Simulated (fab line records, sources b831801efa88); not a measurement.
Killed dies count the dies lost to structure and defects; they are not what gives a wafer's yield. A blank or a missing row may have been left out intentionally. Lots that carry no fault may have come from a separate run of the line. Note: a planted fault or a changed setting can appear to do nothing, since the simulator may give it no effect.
Which tool is to blame? || flow gf180mcu || 13 lots, 39 wafers sampled, at 5 steps of a route of 602

WHAT EACH GAUGE READ, for each wafer
GF_SALICIDE_THK_MEAS_05: measures by xrf.
{"lot": "L119", "measured": "day 15 07:56", "on": "film-metro-02", "SALICIDE_TIN_THK (nm)": "19.93 19.94 20.02"}
{"lot": "L120", "measured": "day 16 04:52", "on": "film-metro-04", "SALICIDE_TIN_THK (nm)": "19.79 19.88 19.89"}
{"lot": "L122", "measured": "day 16 19:26", "on": "film-metro-04", "SALICIDE_TIN_THK (nm)": "19.80 19.55 19.65"}
{"lot": "L125", "measured": "day 18 02:09", "on": "film-metro-01", "SALICIDE_TIN_THK (nm)": "19.92 19.84 19.81"}
{"lot": "L130", "measured": "day 19 10:34", "on": "film-metro-02", "SALICIDE_TIN_THK (nm)": "20.05 22.16 22.29"}
{"lot": "L132", "measured": "day 20 06:58", "on": "film-metro-04", "SALICIDE_TIN_THK (nm)": "19.82 19.61 19.46"}
{"lot": "L133", "measured": "day 20 16:33", "on": "film-metro-01", "SALICIDE_TIN_THK (nm)": "19.63 19.35 19.61"}
{"lot": "L135", "measured": "day 21 12:41", "on": "film-metro-01", "SALICIDE_TIN_THK (nm)": "20.04 20.10 20.01"}
{"lot": "L136", "measured": "day 21 13:38", "on": "film-metro-04", "SALICIDE_TIN_THK (nm)": "19.51 19.66 19.50"}
{"lot": "L138", "measured": "day 22 12:47", "on": "film-metro-01", "SALICIDE_TIN_THK (nm)": "19.80 19.82 19.65"}
{"lot": "L140", "measured": "day 23 06:06", "on": "film-metro-01", "SALICIDE_TIN_THK (nm)": "20.05 19.58 19.78"}
{"lot": "L141", "measured": "day 23 11:07", "on": "film-metro-02", "SALICIDE_TIN_THK (nm)": "20.15 20.07 19.94"}
{"lot": "L142", "measured": "day 23 18:08", "on": "film-metro-02", "SALICIDE_TIN_THK (nm)": "19.83 19.85 19.70"}

GF_M1_THK_MEAS_06: measures by xrf.
{"lot": "L119", "measured": "day 16 09:01", "on": "film-metro-04", "M1_ALCU_THK (nm)": "445 440 450"}
{"lot": "L120", "measured": "day 17 07:01", "on": "film-metro-03", "M1_ALCU_THK (nm)": "451 456 454"}
{"lot": "L122", "measured": "day 17 21:47", "on": "film-metro-02", "M1_ALCU_THK (nm)": "454 447 452"}
{"lot": "L125", "measured": "day 19 04:40", "on": "film-metro-02", "M1_ALCU_THK (nm)": "456 468 464"}
{"lot": "L130", "measured": "day 20 13:58", "on": "film-metro-04", "M1_ALCU_THK (nm)": "446 448 453"}
{"lot": "L132", "measured": "day 21 09:53", "on": "film-metro-03", "M1_ALCU_THK (nm)": "457 454 454"}
{"lot": "L133", "measured": "day 21 18:55", "on": "film-metro-02", "M1_ALCU_THK (nm)": "460 458 457"}
{"lot": "L135", "measured": "day 22 15:07", "on": "film-metro-03", "M1_ALCU_THK (nm)": "445 444 455"}
{"lot": "L136", "measured": "day 22 15:40", "on": "film-metro-04", "M1_ALCU_THK (nm)": "450 454 448"}
{"lot": "L138", "measured": "day 23 13:45", "on": "film-metro-04", "M1_ALCU_THK (nm)": "458 457 459"}
{"lot": "L140", "measured": "day 24 07:28", "on": "film-metro-03", "M1_ALCU_THK (nm)": "456 462 454"}
{"lot": "L141", "measured": "day 24 12:58", "on": "film-metro-03", "M1_ALCU_THK (nm)": "465 462 459"}
{"lot": "L142", "measured": "day 24 19:13", "on": "film-metro-03", "M1_ALCU_THK (nm)": "461 454 460"}

GF_M2_THK_MEAS_06: measures by xrf.
{"lot": "L119", "measured": "day 18 10:07", "on": "film-metro-04", "M2_ALCU_THK (nm)": "447 452 453"}
{"lot": "L120", "measured": "day 19 09:55", "on": "film-metro-04", "M2_ALCU_THK (nm)": "441 449 442"}
{"lot": "L122", "measured": "day 20 01:42", "on": "film-metro-01", "M2_ALCU_THK (nm)": "454 447 450"}
{"lot": "L125", "measured": "day 21 08:35", "on": "film-metro-04", "M2_ALCU_THK (nm)": "451 451 444"}
{"lot": "L130", "measured": "day 22 17:25", "on": "film-metro-04", "M2_ALCU_THK (nm)": "457 453 455"}
{"lot": "L132", "measured": "day 23 12:12", "on": "film-metro-01", "M2_ALCU_THK (nm)": "444 445 443"}
{"lot": "L133", "measured": "day 23 19:41", "on": "film-metro-02", "M2_ALCU_THK (nm)": "456 460 452"}
{"lot": "L135", "measured": "day 24 15:31", "on": "film-metro-01", "M2_ALCU_THK (nm)": "457 448 455"}
{"lot": "L136", "measured": "day 24 16:22", "on": "film-metro-01", "M2_ALCU_THK (nm)": "440 441 441"}
{"lot": "L138", "measured": "day 25 13:43", "on": "film-metro-01", "M2_ALCU_THK (nm)": "440 451 446"}
{"lot": "L140", "measured": "day 26 06:51", "on": "film-metro-04", "M2_ALCU_THK (nm)": "450 448 450"}
{"lot": "L141", "measured": "day 26 12:41", "on": "film-metro-02", "M2_ALCU_THK (nm)": "454 454 451"}
{"lot": "L142", "measured": "day 26 17:31", "on": "film-metro-02", "M2_ALCU_THK (nm)": "446 445 444"}

EACH LOT AND THE TOOL THAT RAN IT (in order: tool; ch and the chambers of the sampled wafers; start)
{"lot": "L119", "GF_SALICIDE_SPUTTER_03": "pvd-sputter-02, day 15 07:47", "GF_V1_SPUTTER_22": "pvd-sputter-01, day 18 09:08"}
{"lot": "L120", "GF_SALICIDE_SPUTTER_03": "pvd-sputter-04, day 16 04:44", "GF_V1_SPUTTER_22": "pvd-sputter-04, day 19 08:56"}
{"lot": "L122", "GF_SALICIDE_SPUTTER_03": "pvd-sputter-03, day 16 19:18", "GF_V1_SPUTTER_22": "pvd-sputter-04, day 20 00:35"}
{"lot": "L125", "GF_SALICIDE_SPUTTER_03": "pvd-sputter-04, day 18 02:01", "GF_V1_SPUTTER_22": "pvd-sputter-03, day 21 07:37"}
{"lot": "L130", "GF_SALICIDE_SPUTTER_03": "pvd-sputter-04, day 19 10:26", "GF_V1_SPUTTER_22": "pvd-sputter-03, day 22 16:26"}
{"lot": "L132", "GF_SALICIDE_SPUTTER_03": "pvd-sputter-02, day 20 06:49", "GF_V1_SPUTTER_22": "pvd-sputter-04, day 23 11:13"}
{"lot": "L133", "GF_SALICIDE_SPUTTER_03": "pvd-sputter-02, day 20 16:23", "GF_V1_SPUTTER_22": "pvd-sputter-04, day 23 18:41"}
{"lot": "L135", "GF_SALICIDE_SPUTTER_03": "pvd-sputter-03, day 21 12:32", "GF_V1_SPUTTER_22": "pvd-sputter-04, day 24 14:32"}
{"lot": "L136", "GF_SALICIDE_SPUTTER_03": "pvd-sputter-02, day 21 13:29", "GF_V1_SPUTTER_22": "pvd-sputter-01, day 24 15:14"}
{"lot": "L138", "GF_SALICIDE_SPUTTER_03": "pvd-sputter-02, day 22 12:37", "GF_V1_SPUTTER_22": "pvd-sputter-04, day 25 12:44"}
{"lot": "L140", "GF_SALICIDE_SPUTTER_03": "pvd-sputter-03, day 23 05:56", "GF_V1_SPUTTER_22": "pvd-sputter-03, day 26 05:51"}
{"lot": "L141", "GF_SALICIDE_SPUTTER_03": "pvd-sputter-03, day 23 10:58", "GF_V1_SPUTTER_22": "pvd-sputter-03, day 26 11:41"}
{"lot": "L142", "GF_SALICIDE_SPUTTER_03": "pvd-sputter-02, day 23 17:59", "GF_V1_SPUTTER_22": "pvd-sputter-03, day 26 16:32"}
- GF_SALICIDE_SPUTTER_03: material TiN, target thk 20 nm, time 16.7 s.
- GF_V1_SPUTTER_22: material TiN, target thk 10 nm, time 40 s.

AS READ BY THE TOOLS THEMSELVES (means over the sampled wafers that have a number; for cases with no such wafer, the mark the record gives instead)
GF_SALICIDE_SPUTTER_03.
{"lot": "L119", "tool": "pvd-sputter-02", "throttle-valve-pct (%)": 30.1}
{"lot": "L120", "tool": "pvd-sputter-04", "throttle-valve-pct (%)": 30.3}
{"lot": "L122", "tool": "pvd-sputter-03", "throttle-valve-pct (%)": 30.9}
{"lot": "L125", "tool": "pvd-sputter-04", "throttle-valve-pct (%)": 30.3}
{"lot": "L130", "tool": "pvd-sputter-04", "throttle-valve-pct (%)": 30.2}
{"lot": "L132", "tool": "pvd-sputter-02", "throttle-valve-pct (%)": 31.0}
{"lot": "L133", "tool": "pvd-sputter-02", "throttle-valve-pct (%)": 30.6}
{"lot": "L135", "tool": "pvd-sputter-03", "throttle-valve-pct (%)": 30.1}
{"lot": "L136", "tool": "pvd-sputter-02", "throttle-valve-pct (%)": 30.0}
{"lot": "L138", "tool": "pvd-sputter-02", "throttle-valve-pct (%)": 30.5}
{"lot": "L140", "tool": "pvd-sputter-03", "throttle-valve-pct (%)": 30.0}
{"lot": "L141", "tool": "pvd-sputter-03", "throttle-valve-pct (%)": 31.5}
{"lot": "L142", "tool": "pvd-sputter-02", "throttle-valve-pct (%)": 31.1}

GF_V1_SPUTTER_22.
{"lot": "L119", "tool": "pvd-sputter-01", "throttle-valve-pct (%)": 29.5}
{"lot": "L120", "tool": "pvd-sputter-04", "throttle-valve-pct (%)": 30.3}
{"lot": "L122", "tool": "pvd-sputter-04", "throttle-valve-pct (%)": 30.7}
{"lot": "L125", "tool": "pvd-sputter-03", "throttle-valve-pct (%)": 30.0}
{"lot": "L130", "tool": "pvd-sputter-03", "throttle-valve-pct (%)": 31.6}
{"lot": "L132", "tool": "pvd-sputter-04", "throttle-valve-pct (%)": 29.6}
{"lot": "L133", "tool": "pvd-sputter-04", "throttle-valve-pct (%)": 30.0}
{"lot": "L135", "tool": "pvd-sputter-04", "throttle-valve-pct (%)": 30.3}
{"lot": "L136", "tool": "pvd-sputter-01", "throttle-valve-pct (%)": 29.2}
{"lot": "L138", "tool": "pvd-sputter-04", "throttle-valve-pct (%)": 29.4}
{"lot": "L140", "tool": "pvd-sputter-03", "throttle-valve-pct (%)": 30.2}
{"lot": "L141", "tool": "pvd-sputter-03", "throttle-valve-pct (%)": 31.3}
{"lot": "L142", "tool": "pvd-sputter-03", "throttle-valve-pct (%)": 30.1}

THE ANSWER, worked out from the rows above alone
Rule: usual is defined by the lots themselves. Put in order of their means at a reading, lots are off if they are a third of the lots or fewer, leave a main group of 4 or more, and stand apart from it by a gap of 3 or more times the standard deviation of the main group's means; of several such gaps the widest counts. Not used: any main group whose means are identical at the precision the tables above print for the reading. Also off: a lot with no number at a reading for which 4 or more lots have one. Where the step has rows for the other lots, those lots are counted as sound. Order of review: gauges by route order, followed by the tools' own readings, for which a lot's mean as printed above is used. The first step at which some lot is off is used, and at that step the reading that is off furthest; a lot without a number counts as furthest.
Off: L130, at GF_SALICIDE_THK_MEAS_05 (SALICIDE_TIN_THK). The main group has a mean of 19.79 nm with a standard deviation of 0.17.
If a tool, at a process step before that reading, ran all the lots that are off and no sound lot after the first of them, it fits. Those tools and the gauges at GF_SALICIDE_THK_MEAS_05 are tried in the same way. One fits: pvd-sputter-04 at GF_SALICIDE_SPUTTER_03. A fault onset in the window from L125 (day 18 02:01, its last sound lot) to L130 (day 19 10:26, its first lot off) fits.

WHAT THE SIMULATOR HAD PUT IN
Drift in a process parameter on pvd-sputter-04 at GF_SALICIDE_SPUTTER_03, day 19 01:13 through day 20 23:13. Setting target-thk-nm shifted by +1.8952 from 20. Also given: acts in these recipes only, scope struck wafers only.
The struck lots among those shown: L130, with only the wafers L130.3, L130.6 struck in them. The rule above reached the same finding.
